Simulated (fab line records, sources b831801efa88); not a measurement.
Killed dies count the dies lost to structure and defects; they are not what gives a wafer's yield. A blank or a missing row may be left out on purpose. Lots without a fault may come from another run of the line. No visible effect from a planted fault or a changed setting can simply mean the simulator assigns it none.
The same fault as seen by 2 desks :: flow gf180mcu :: each desk holds nothing but its own numbers, with what lay behind them at the end

AT THE TOOL OWNER'S DESK: pvd sputter-02
The tool's own readings at GF_M2_SPUTTER_00 (material Ti, target thk 37.5 nm, time 150 s): means of the sampled wafers that have a number, for each lot that ran on this tool. Any lot whose mean is over 4 standard deviations away from the usual mean is out of limits and marked OUT; that distance is given in the brackets.
Columns: A = substrate temp c at GF_M2_SPUTTER_00, usual 200.03 C; B = throttle valve pct at GF_M2_SPUTTER_00, usual 30.4 %
lot: L133
first seen here: day 22 08:24
A: 200.20
B: 30.1

lot: L141
first seen here: day 25 12:04
A: 199.80
B: 30.3
Result from this desk: across the 2 lots, nothing is out of limits.

FROM THE METROLOGY DESK
Lot by lot, what the gauges showed, no matter which tool ran the lot: averages of those sampled wafers that carry a number. Any lot whose mean is over 4 standard deviations away from the usual mean is out of limits and marked OUT; that distance is given in the brackets.
Columns: A = V1_OVL at GF_V1_OVL_MEAS_15, usual 5 nm; B = V1_W_RS at GF_V1_RS_MEAS_24, usual 0.326 ohm/sq; C = V1_W_THK at GF_V1_THK_MEAS_25, usual 368 nm
lot: L132
first seen here: day 22 03:51
A: 13
B: 0.321
C: 377

lot: L133
first seen here: day 22 06:56
A: 12
B: 0.329
C: 368

lot: L139
first seen here: day 25 03:02
A: 12
B: 0.321
C: 374

lot: L141
first seen here: day 25 10:34
A: 6
B: 0.327
C: 365

lot: L144
first seen here: day 26 07:46
A: 2
B: 0.330
C: 360
Result from this desk: across the 5 lots, nothing is out of limits.

TAKEN TOGETHER
The tool owner's desk saw nothing out of limits.
The metrology desk saw nothing out of limits.

WHAT THE SIMULATOR HAD INSERTED
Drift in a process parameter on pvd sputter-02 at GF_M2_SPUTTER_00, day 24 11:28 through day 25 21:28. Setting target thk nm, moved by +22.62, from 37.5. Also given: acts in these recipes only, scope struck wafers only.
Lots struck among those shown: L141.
